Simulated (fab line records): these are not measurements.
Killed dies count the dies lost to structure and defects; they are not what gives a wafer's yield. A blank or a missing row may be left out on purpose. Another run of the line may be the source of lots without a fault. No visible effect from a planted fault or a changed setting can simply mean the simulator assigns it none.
A lot that was struck, set against a sound lot    flow sky130    18 steps out of a route of 708
Sound: these wafers, L903.1, L903.2, L903.3. Wafers struck: L915.1, L915.5, L915.6. The cause is named last.
Order at every step that has rows: each side's tool, ch and its chambers, its first start. Under that, the readings that differ: sound wafers    struck wafers    difference of the means    sigmas: that difference in standard deviations of wafers without a fault.
alike: a reading whose means differ by less than 2 such deviations, as well as words and numbers matching on both sides. not compared: withheld readings; readings where some wafer has no value; bounds like >300 that might hide an equal value; numbers whose values overlap and for which the record gives no deviation.
The two part at a step that has a row with sigmas, a row that says differs or no value, or rows on one side only. When numbers do not overlap yet have no deviation, they are printed without sigmas and do not part them. A reading that every wafer of one side lacks parts them only if that side has two wafers or more.

first, 1 step without rows for these wafers: SKY_VT_ADJUST_PCH_IMPLANT_08.
SKY_VT_ADJUST_PCH_STRIP_09: strips in O2/N2.
  sound on plasma-asher-03 ch 0,1, day 11 11:11; struck on plasma-asher-02 ch 0,1, day 15 09:01
  alike: drypump-motor-current-A, oes-product-au, strip-time-to-endpoint-s
  not compared: rf-hours-counter-h
SKY_VT_ADJUST_PCH_TW_MEAS_10:
  sound on film-metro-02 at day 11 11:17; struck on film-metro-04 at day 15 09:07
  alike: VT_ADJUST_PCH_TW
then, 7 steps without rows for these wafers: SKY_SONOS_TUNNEL_DEHYDRATE_00 (time 60 s); SKY_SONOS_TUNNEL_HMDS_01 (prime time 60 s); SKY_SONOS_TUNNEL_COAT_02 (resist thk 1140 nm); SKY_SONOS_TUNNEL_SOFTBAKE_03 (time 60 s); SKY_SONOS_TUNNEL_EXPOSE_04 (exposes mask TUNM, target cd 410 nm); SKY_SONOS_TUNNEL_PEB_05; SKY_SONOS_TUNNEL_DEVELOP_06 (develop time 60 s).
SKY_SONOS_TUNNEL_CD_MEAS_07: the cd target is 410 nm.
  sound on cd-sem-02 at day 12 11:41; struck on cd-sem-01 at day 16 12:58
  alike: cd-nm
SKY_SONOS_TUNNEL_OVL_MEAS_08:
  sound on overlay-02 at day 12 11:48; struck on overlay-01 at day 16 13:05
  alike: SONOS_TUNNEL_OVL
SKY_SONOS_TUNNEL_IMPLANT_09:
  sound on implanter-01 ch 0, day 12 11:50; struck on implanter-01 ch 0, day 16 13:08
reading             sound             struck          difference  sigmas
beam-on-s (s)       10.03 10.23 9.98  8.17 8.08 8.05  -1.98       -9
faraday-current-uA  5.66 5.53 5.67    6.90 7.03 7.00  +1.36       +11
then, 2 steps without rows for these wafers: SKY_SONOS_TUNNEL_WET_ETCH_10 (etches SiO2 in dHF, target depth 14 nm, time 280 s); SKY_SONOS_TUNNEL_STRIP_11 (strips in SPM, time 600 s).
SKY_SONOS_TUNNEL_TW_MEAS_12:
  sound on film-metro-02 at day 12 12:17; struck on film-metro-03 at day 16 13:34
reading          sound              struck             difference  sigmas
SONOS_TUNNEL_TW  195.7 195.0 195.2  188.4 188.1 187.5  -7.3        -4
then, 1 step without rows for these wafers: SKY_SONOS_TUNNEL_CLEAN_13 (cleans in dHF, time 20 s).
-- the record jumps here: 33 days lie between the struck wafers' starts before and after (it left off in module SONOS_TUNNEL and takes up again in module PAD_OPEN, whose first step shown is number 708 of the route) --
SKY_PAD_OPEN_PROBE_99:
  sound on prober-01 at day 46 16:14; struck on prober-01 at day 49 12:38
reading                               sound                    struck                   difference  sigmas
model.etest.sonos-uncharged.vt-v (V)  -0.4399 -0.4731 -0.4286  -0.5101 -0.5048 -0.4904  -0.0546     
  alike: killed_at_M0_to_M3, killed_at_M4_up, killed-at-contacts, killed-at-front-end, killed-at-other, killed-dies, killed-on-rim, killed-open, killed-short

## WHERE THEY PART
First at SKY_SONOS_TUNNEL_IMPLANT_09; last, within this record, at SKY_SONOS_TUNNEL_TW_MEAS_12. Later steps at which nothing parts them and some readings are alike: SKY_PAD_OPEN_PROBE_99.

WHY: the cause the simulator had injected
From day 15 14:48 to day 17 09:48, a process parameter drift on implanter-01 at SKY_SONOS_TUNNEL_IMPLANT_09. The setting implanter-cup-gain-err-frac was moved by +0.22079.
